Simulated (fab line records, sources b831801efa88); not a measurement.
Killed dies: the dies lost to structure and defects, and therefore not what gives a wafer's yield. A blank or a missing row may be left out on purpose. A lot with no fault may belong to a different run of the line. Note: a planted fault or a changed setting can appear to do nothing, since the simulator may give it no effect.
A sampling plan put to the test | flow gf180mcu | one fab line, 8 faults that these records tell of, each judged on the records of the lots that it struck
The line's own looks make up the plan; these are the steps of the route where a gauge or inspection reads the wafer and leaves it unchanged. A look can be judged if struck wafers have a number there and the file gives its usual mean and standard deviation on fault-free wafers. Caught: the struck wafers' mean, at a look after the fault's first step, is 4 or more of those standard deviations (sigma) away from the usual mean. On the tool: the identical test, applied to the tool's own readings at the steps of the fault. It also counts as caught if the struck wafers ran another recipe or if their record alone is blank.

== THE FAULTS, as the simulator had put them in ==
1. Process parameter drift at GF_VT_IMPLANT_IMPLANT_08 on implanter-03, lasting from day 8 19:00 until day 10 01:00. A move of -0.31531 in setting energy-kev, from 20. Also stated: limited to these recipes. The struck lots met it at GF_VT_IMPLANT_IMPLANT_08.
2. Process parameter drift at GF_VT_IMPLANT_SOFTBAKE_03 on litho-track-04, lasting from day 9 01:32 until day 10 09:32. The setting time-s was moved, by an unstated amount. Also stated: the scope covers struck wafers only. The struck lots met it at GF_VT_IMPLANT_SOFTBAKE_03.
3. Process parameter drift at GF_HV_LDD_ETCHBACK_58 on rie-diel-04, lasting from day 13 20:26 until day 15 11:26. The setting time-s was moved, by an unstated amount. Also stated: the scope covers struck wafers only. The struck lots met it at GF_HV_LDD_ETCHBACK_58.
4. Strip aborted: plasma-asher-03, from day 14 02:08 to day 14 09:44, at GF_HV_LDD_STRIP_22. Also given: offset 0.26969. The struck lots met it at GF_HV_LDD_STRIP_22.
5. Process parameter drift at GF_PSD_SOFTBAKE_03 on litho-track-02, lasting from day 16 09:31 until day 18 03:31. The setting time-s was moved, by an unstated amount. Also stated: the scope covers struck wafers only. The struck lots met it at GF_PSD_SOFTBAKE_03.
6. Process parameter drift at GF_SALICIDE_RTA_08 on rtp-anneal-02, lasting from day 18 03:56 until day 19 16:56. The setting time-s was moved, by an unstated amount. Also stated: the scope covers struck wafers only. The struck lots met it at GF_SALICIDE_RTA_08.
7. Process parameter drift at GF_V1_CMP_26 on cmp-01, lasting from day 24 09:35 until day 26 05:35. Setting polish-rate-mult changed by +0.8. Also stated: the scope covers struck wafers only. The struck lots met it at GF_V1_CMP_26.
8. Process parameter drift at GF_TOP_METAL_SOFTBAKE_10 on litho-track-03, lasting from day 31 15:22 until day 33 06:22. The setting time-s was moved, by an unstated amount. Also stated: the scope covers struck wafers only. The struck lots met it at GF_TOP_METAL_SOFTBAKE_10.

== WHAT THE PLAN SAW ==
fault | on the tool itself                       | first look that catches it                      | reading, sigma | median hours from its first step to that look | hours from the fault's start to the first struck lot there | judged looks passed uncaught
1     | beam-energy-keV -50 sigma                | no look after it can be judged                  | -              | -                                             | -                                                          | 0
2     | heater-power-total-W +61 sigma           | no look after it can be judged                  | -              | -                                             | -                                                          | 0
3     | run-length-s -8.1 sigma                  | none of the 2 looks that can be judged after it | -              | -                                             | -                                                          | 2
4     | oes-product-au +40 sigma                 | no look after it can be judged                  | -              | -                                             | -                                                          | 0
5     | heater-power-total-W +81 sigma           | not the one look that can be judged after it    | -              | -                                             | -                                                          | 1
6     | run-length-s +99 or beyond sigma         | no look after it can be judged                  | -              | -                                             | -                                                          | 0
7     | time-to-endpoint-s -12 sigma             | no look after it can be judged                  | -              | -                                             | -                                                          | 0
8     | heater-power-total-W +99 or beyond sigma | no look after it can be judged                  | -              | -                                             | -                                                          | 0
Dash: fault not caught, or number not given in these records.

Caught at a look: 0 of 8. Caught on the tool: 8 of 8. By one or the other: 8 of 8.
On the tool alone, faults 1, 2, 3, 4, 5, 6, 7, 8 were caught.
